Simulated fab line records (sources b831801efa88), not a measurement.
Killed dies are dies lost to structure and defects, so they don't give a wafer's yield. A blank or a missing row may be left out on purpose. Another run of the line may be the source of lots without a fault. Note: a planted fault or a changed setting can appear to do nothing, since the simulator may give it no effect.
Problem report, 8D (eight disciplines) form, completed by code || flow sky130 || the parts of the form that need people (team, actions taken, sign-off) are left out

== 1. THE PROBLEM ==
On 3 wafers of 1 lot, run length s at SKY_SONOS_TUNNEL_CLEAN_13 has a mean of 37.1 s; fault-free wafers read 49.6 s, standard deviation 2.3. That is -5.4 standard deviations from the usual mean.
The step: cleans in dHF, time 20 s.
The first sign was on wafer L365.3 at day 14 15:08, on wet bench-03. Wafers with a number at this step in the record: 39, from 13 lots. Rule for "out", or "out of limits": more than 4 standard deviations from the usual mean. The rest of the wafers with a number are treated as sound.

== 2. WHAT THIS IS AND IS NOT ==
{"question": "which readings at this step", "is": "run length s", "is not": "-"}
{"question": "which lots", "is": "L365", "is not": "L355, L356, L357, L358, L359, L361, L369, L374, L375, L376, L377, L378"}
{"question": "which wafers of those lots", "is": "all that have a number", "is not": "-"}
{"question": "read on which tools", "is": "wet bench-03", "is not": "wet bench-01, wet bench-04"}
{"question": "when", "is": "from day 14 15:08", "is not": "up to then (18 sound wafers); but 18 sound wafers of L369, L374, L375, L376, L377, L378 came after"}

== 3. SUSPECTS, AND WHAT RULES EACH OUT ==
Counting: a tool at a process step up to the reading stays a suspect if it ran every lot that is out and no sound lot after the first of them.
- wet bench-03 at SKY_SONOS_TUNNEL_CLEAN_13 (cleans in dHF, time 20 s): ruled out as a lasting fault. Following L365 (day 14 15:08), the first lot on it that is out, the sound lots L376 were run on it.
Left after counting: nothing in the record.

== 4. THE CAUSE (what the simulator had put in) ==
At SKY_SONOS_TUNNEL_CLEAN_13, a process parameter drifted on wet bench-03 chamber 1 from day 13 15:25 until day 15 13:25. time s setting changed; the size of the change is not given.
Counting ruled it out, wrongly.

== 5. SEQUENCE OF EFFECTS, ordered by route ==
Each row: a reading whose mean over the struck wafers that have a number lies more than 3 standard deviations from the usual. Readings are gone through only where the record gives a usual standard deviation; hours: the median, over the lots, of the time from a lot's start at the first step in this table giving one to that lot's start at this step; sigmas: the change measured in usual standard deviations.
{"hours": 0, "step": "SKY_SONOS_TUNNEL_CLEAN_13", "reading": "run length s", "usual": "49.6 s", "on struck wafers": 37.1, "change": -12.5, "sigmas": -5.4}
Here are the process steps it includes:
- SKY_SONOS_TUNNEL_CLEAN_13: cleans in dHF, time 20 s.
Later steps that measure or inspect, where all struck wafers having a row at the step show a number for every such reading and not one has moved that far: SKY_SD_P_CD_MEAS_07, SKY_LI_CONTACT_RS_MEAS_22, SKY_LOCAL_INTERCONNECT_THK_MEAS_02.

== 6. WHAT WOULD HAVE CAUGHT IT SOONER ==
In this record the first reading out of limits was taken at day 14 15:08, 24 hours after the fault began at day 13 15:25.
